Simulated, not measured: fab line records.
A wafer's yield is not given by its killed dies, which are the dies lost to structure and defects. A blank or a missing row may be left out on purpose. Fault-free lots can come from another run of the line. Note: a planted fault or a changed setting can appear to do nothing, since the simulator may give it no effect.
Problem report, 8D (eight disciplines) form, completed by code || flow gf180mcu || the parts of the form that need people (team, actions taken, sign-off) are left out

1. THE PROBLEM
LVPWELL_RS at GF_VT_IMPLANT_RS_MEAS_48 reads a mean of 1254 ohm/sq on 9 wafers of 3 lots; wafers without a fault read 1196 ohm/sq with a standard deviation of 3.2. That is +18 standard deviations from the usual mean.
The step: measures by four-point-probe.
The first sign was on wafer L596.3 at day 10 11:00, on film_metro-03. The record has a number at this step for 42 wafers belonging to 14 lots. Rule for "out" (also "out of limits"): further than 4 standard deviations from the usual mean. The other wafers with a number count as sound.

2. WHAT IT IS AND WHAT IT IS NOT
{"question": "which readings at this step", "is": "LVPWELL_RS", "is not": "-"}
{"question": "which lots", "is": "L596, L598, L599", "is not": "L586, L587, L589, L590, L591, L592, L595, L604, L606, L607, L608"}
{"question": "which wafers of those lots", "is": "all that have a number", "is not": "-"}
{"question": "read on which gauges", "is": "film_metro-01, film_metro-03", "is not": "film_metro-04"}
{"question": "when", "is": "from day 10 11:00", "is not": "up to then (21 sound wafers); but 12 sound wafers of L604, L606, L607, L608 came after"}

3. THE SUSPECTS, EACH WITH WHAT RULES IT OUT
Counting: a tool stays on the suspect list if, at a process step up to the reading, it processed all lots that are out and no sound lot following the first of them.
- the gauge at GF_VT_IMPLANT_RS_MEAS_48 has been ruled out. The wafers that are out were read on 2 gauges (film_metro-01, film_metro-03).
- implanter-01 at GF_LVPWELL_IMPLANT_08: ruled out as a lasting fault. After its first lot that is out, L596 (day 6 06:01), sound lots L608 ran on it.
Left after counting: nothing in the record.

4. THE CAUSE (what the simulator had put in)
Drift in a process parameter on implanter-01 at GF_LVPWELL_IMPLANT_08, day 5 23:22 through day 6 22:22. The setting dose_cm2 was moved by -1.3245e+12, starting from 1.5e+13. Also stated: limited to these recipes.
The count ruled it out by mistake, since the rule takes a fault to strike every lot its tool runs from the start of the fault on, and this one did not do so.

5. THE EFFECT CHAIN, in route order
Each row: a reading whose mean over the struck wafers that have a number lies more than 3 standard deviations from the usual. Scope: only readings with a usual standard deviation given in the record; hours: median across lots of the time from each lot's start at the first step in this table that gives one to its start at this step; sigmas: change in usual standard deviations.
{"hours": 0, "step": "GF_LVPWELL_IMPLANT_08", "reading": "dose_ions_cm2", "usual": 1.5001e+13, "on struck wafers": 1.3660e+13, "change": -1.3409e+12, "sigmas": -96}
{"hours": 0, "step": "GF_LVPWELL_IMPLANT_08", "reading": "faraday_current_uA", "usual": 84.5, "on struck wafers": 76.9, "change": -7.6, "sigmas": -4.5}
{"hours": 102, "step": "GF_VT_IMPLANT_RS_MEAS_48", "reading": "LVPWELL_RS", "usual": "1196 ohm/sq", "on struck wafers": 1254, "change": "+58", "sigmas": "+18"}
Here are the process steps it includes:
- GF_LVPWELL_IMPLANT_08
Later measuring or inspecting steps at which every struck wafer that the step has a row for has a number for every such reading, and none has moved that far: GF_HV_LDD_CD_MEAS_07, GF_HV_LDD_OVL_MEAS_08.

6. HOW IT WOULD HAVE BEEN CAUGHT EARLIER
108 hours passed between the start of the fault at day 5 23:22 and the first reading out of limits at a measuring or inspecting step in this record, taken at day 10 11:00.
The tool's own readings at GF_LVPWELL_IMPLANT_08 were out on every struck wafer that the step has a row for (dose_ions_cm2): an alarm limit on them would have fired on the first of those.
